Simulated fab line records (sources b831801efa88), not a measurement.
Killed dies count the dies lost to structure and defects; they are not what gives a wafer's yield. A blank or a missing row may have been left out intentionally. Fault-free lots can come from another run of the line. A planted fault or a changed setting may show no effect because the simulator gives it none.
Problem report in the 8D (eight disciplines) form, filled by code | flow sky130 | the parts of the form that need people (team, actions taken, sign-off) are left out

== 1. THE PROBLEM ==
Wafers without a fault read 3000.0 rpm, standard deviation 1.7; spinSpeedRpm at SKY_LDD_HVN_COAT_02 reads a mean of 3379.9 rpm on 6 wafers belonging to 2 lots. That is +99 or more standard deviations from the usual mean.
The step: resist thk 300 nm.
First observed at day 21 14:54: wafer L619.1, on lithoTrack-01. The record has a number at this step for 36 wafers belonging to 12 lots. Rule for "out", or "out of limits": more than 4 standard deviations from the usual mean. Any other wafer with a number is counted as sound.

== 2. WHAT IT IS; WHAT IT IS NOT ==
question                    | is                     | is not
which readings at this step | spinSpeedRpm           | -
which lots                  | L619, L621             | L614, L618, L626, L627, L628, L629, L630, L632, L635, L636
which wafers of those lots  | all that have a number | -
read on which tools         | lithoTrack-01          | lithoTrack-03, lithoTrack-04
when                        | from day 21 14:54      | up to then (6 sound wafers); but 24 sound wafers of L626, L627, L628, L629, L630, L632, L635, L636 came after

== 3. SUSPECTS, AND WHAT RULES EACH OUT ==
Counting: a tool at any process step up to the reading remains a suspect when it ran all the lots that are out and ran no sound lot after the first of those.
- lithoTrack-01 at SKY_LDD_HVN_COAT_02 (resist thk 300 nm): ruled out as a lasting fault. The sound lots L626, L628, L629, L635, L636 went through it after L619, its earliest lot that is out (day 21 14:54).
Left after counting: nothing in the record.

== 4. THE CAUSE (what the simulator had put in) ==
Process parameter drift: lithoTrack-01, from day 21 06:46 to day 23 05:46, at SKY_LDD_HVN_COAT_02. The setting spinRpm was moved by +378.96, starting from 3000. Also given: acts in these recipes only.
Counting ruled it out, wrongly.

== 5. THE CHAIN OF EFFECTS, in route order ==
Each row: a reading whose mean over the struck wafers that have a number lies more than 3 standard deviations from the usual. Only readings whose record carries a usual standard deviation are examined. hours: median over the lots of the time between each lot's start at the first step of this table that gives one and its start at this step. sigmas: the change, counted in usual standard deviations.
hours | step                 | reading              | usual      | on struck wafers | change | sigmas
0     | SKY_LDD_HVN_COAT_02  | spinSpeedRpm         | 3000.0 rpm | 3379.9           | +379.9 | +99 or more
15    | SKY_LDD_HVN_STRIP_09 | stripTimeToEndpointS | 4.127 s    | 3.893            | -0.234 | -17
Its process steps:
- SKY_LDD_HVN_COAT_02: resist thk 300 nm.
- SKY_LDD_HVN_STRIP_09: strips in O2/N2.

== 6. HOW IT WOULD HAVE BEEN CAUGHT EARLIER ==
In this record the first reading out of limits was taken at day 21 14:54, 8 hours after the fault began at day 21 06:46.
